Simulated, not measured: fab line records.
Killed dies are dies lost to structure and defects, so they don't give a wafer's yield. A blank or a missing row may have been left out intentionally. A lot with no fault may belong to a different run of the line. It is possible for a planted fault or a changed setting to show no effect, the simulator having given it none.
A lot that was struck, set against a sound lot || flow sfq line || 15 out of 325 route steps
Sound: these wafers, L694.1, L694.2, L694.3. Struck: wafer L703.5; the same lot's L703.3 was not struck, so it is left out; see the end for the cause.
Each step with rows lists, per side, the tool, then ch with its chambers, then its first start. Under that, the readings that differ: sound wafers || struck wafers || difference of the means || sigmas: that difference in standard deviations of wafers without a fault.
alike: readings with means less than 2 such deviations apart, plus words and numbers identical on both sides. not compared: withheld readings, readings lacking a value on some wafer, bounds such as >300 that could conceal the same value, and numbers that have no deviation in the record and whose values overlap.
Wherever a step has rows on one side only, a row that says differs or no value, or a row with sigmas, the two part there. Numbers that don't overlap but have no deviation are shown without sigmas and don't part them. Lack of a reading on every wafer of one side parts them only where that side has two or more wafers.

first, 1 step without rows for these wafers: SFQ_TRILAYER_M2_STRIP_SOLV_CLEAN_062 (cleans in NMP, time 600 s).
SFQ_TRILAYER_I2_DEP_PECVD_063: deposits SiO2 from SiH4/N2O, time 111.11 s, target thk 500 nm.
  sound on pecvd-03 ch 0,1,2, day 30 15:37; struck on pecvd-02 ch 2, day 31 20:16
{"reading": "heater power w (W)", "sound": "79 77 81", "struck": 59, "difference": -20, "sigmas": -2}
  alike: chamber pressure Torr, throttle valve pct
  not compared: since wet clean h
SFQ_TRILAYER_I2_CMP_CMP_064: polishes SiO2.
  sound on cmp-01 ch 0,1,2, day 30 17:29; struck on cmp-01 ch 0, day 31 23:47
  alike: motor current A, time to endpoint s
SFQ_I2_BOW_MEAS_917:
  sound on film metro-03, day 30 20:29; struck on film metro-02, day 32 01:20
  alike: I2_BOW
SFQ_TRILAYER_I2_METRO_MEASURE_065:
  sound on film metro-03, day 30 20:37; struck on film metro-02, day 32 01:49
  alike: thk nm
then, 6 steps without rows for these wafers: SFQ_TRILAYER_I2_VIA_LITHO_COAT_072 (resist thk 62 nm); SFQ_TRILAYER_I2_VIA_LITHO_COAT_067 (resist thk 650 nm); SFQ_TRILAYER_I2_VIA_LITHO_SOFTBAKE_071; SFQ_TRILAYER_I2_VIA_LITHO_EXPOSE_068 (exposes mask I2, target cd 500 nm); SFQ_TRILAYER_I2_VIA_LITHO_PEB_070 (peb time 60 s); SFQ_TRILAYER_I2_VIA_LITHO_DEVELOP_069 (time 60 s).
-- the record jumps here: 7 days lie between the struck wafers' starts before and after --
SFQ_I2_OVL_MEAS_918:
  sound on overlay-01, day 31 00:04; struck on overlay-01, day 38 17:28
  alike: I2_OVL
SFQ_TRILAYER_I2_VIA_BARC_OPEN_VIA_ETCH_096: etches BARC in O2, target depth 125 nm, time 41.7 s.
  sound on rie diel-01 ch 0,1,3, day 31 00:06; struck on rie diel-01 ch 0, day 38 17:29
{"reading": "oes product au (a.u.)", "sound": "0.689 0.683 0.690", "struck": 0.627, "difference": -0.060, "sigmas": -13}
{"reading": "run length s (s)", "sound": "70.4 69.5 69.9", "struck": 77.8, "difference": "+7.9", "sigmas": "+15"}
{"reading": "model.KrF_of_TRILAYER_I2_VIA_LITHO_COAT_067.thk nm (nm)", "sound": "572.6 574.4 571.4", "struck": 562, "difference": -11, "sigmas": ""}
  alike: drypump motor current A
  not compared: rf hours counter h
SFQ_TRILAYER_I2_VIA_ETCH_VIA_ETCH_070: etches SiO2 in CHF3, stops on Nb, target depth 260 nm.
  sound on rie diel-01 ch 0,1,3, day 31 00:08; struck on rie diel-01 ch 0, day 38 17:31
{"reading": "model.KrF_of_TRILAYER_I2_VIA_LITHO_COAT_067.thk nm (nm)", "sound": "527.5 529.9 526.8", "struck": 517.5, "difference": -10.6, "sigmas": ""}
  alike: drypump motor current A, oes product au
SFQ_TRILAYER_I2_VIA_STRIP_STRIP_071: strips in O2.
  sound on rie metal-03 ch 0, day 31 00:15; struck on rie metal-03 ch 0, day 38 17:50
  alike: drypump motor current A, oes product au
  not compared: rf hours counter h

## WHERE THEY PART
Earliest at SFQ_TRILAYER_I2_DEP_PECVD_063; latest, in this record, at SFQ_TRILAYER_I2_VIA_BARC_OPEN_VIA_ETCH_096. Later steps at which nothing parts them and some readings are alike: SFQ_TRILAYER_I2_VIA_ETCH_VIA_ETCH_070, SFQ_TRILAYER_I2_VIA_STRIP_STRIP_071.

WHY: what the simulator had put in
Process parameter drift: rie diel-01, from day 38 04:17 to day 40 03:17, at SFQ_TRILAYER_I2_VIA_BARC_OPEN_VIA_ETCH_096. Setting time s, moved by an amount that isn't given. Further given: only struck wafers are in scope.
